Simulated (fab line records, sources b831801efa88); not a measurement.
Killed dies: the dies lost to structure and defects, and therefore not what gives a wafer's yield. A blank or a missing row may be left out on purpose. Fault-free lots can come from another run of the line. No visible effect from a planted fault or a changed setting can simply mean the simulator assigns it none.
Which tool did it? ; flow gf180mcu ; Sampling: 7 lots, 21 wafers, 2 of 602 route steps

## WHAT THE GAUGES SHOWED, per wafer
GF_HV_LDD_TW_MEAS_38.
lot;measured;on;HV_LDD_3_TW
L553;day 12 09:18;filmMetro-03;1440 1438 1440
L555;day 12 23:28;filmMetro-04;1420 1427 1424
L562;day 15 04:17;filmMetro-03;1313 1314 1324 1318 1323 1327
L567;day 16 20:01;filmMetro-01;1417 1423 1421
L569;day 17 12:05;filmMetro-04;1419 1423 1416
L571;day 17 23:58;filmMetro-03;1448 1445 1438
L574;day 19 01:20;filmMetro-04;1431 1429 1430

## TOOL THAT RAN EACH LOT (tool first, then ch and the chambers of the sampled wafers, then the start)
lot;GF_HV_LDD_IMPLANT_35
L553;implanter-03 ch 0, day 12 08:56
L555;implanter-03 ch 0, day 12 23:04
L562;implanter-03, day 15 03:55
L567;implanter-03 ch 0, day 16 19:37
L569;implanter-02 ch 0, day 17 11:43
L571;implanter-02 ch 0, day 17 23:36
L574;implanter-02 ch 0, day 19 00:58
- GF_HV_LDD_IMPLANT_35

## THE ANSWER, worked out from the rows above alone
Rule: the lots themselves supply what counts as usual. Put in order of their means at a reading, lots are off if they are a third of the lots or fewer, leave a main group of 4 or more, and stand apart from it by a gap of 3 or more times the standard deviation of the main group's means; of several such gaps the widest counts. If all means in a main group match to the digits the tables above print for the reading, that group is not used. A lot without any number at a reading at which 4 lots or more have one is off too. Any other lot the step has rows for is counted as sound.
Off: L562, seen at GF_HV_LDD_TW_MEAS_38 (HV_LDD_3_TW). Main group: mean 1429, sd 9.3.
If a tool, at a process step before that reading, ran all the lots that are off and no sound lot after the first of them, it fits. The gauges at GF_HV_LDD_TW_MEAS_38 are tried like those tools. Of those tried, none fits.

## WHAT HAD BEEN PUT IN BY THE SIMULATOR
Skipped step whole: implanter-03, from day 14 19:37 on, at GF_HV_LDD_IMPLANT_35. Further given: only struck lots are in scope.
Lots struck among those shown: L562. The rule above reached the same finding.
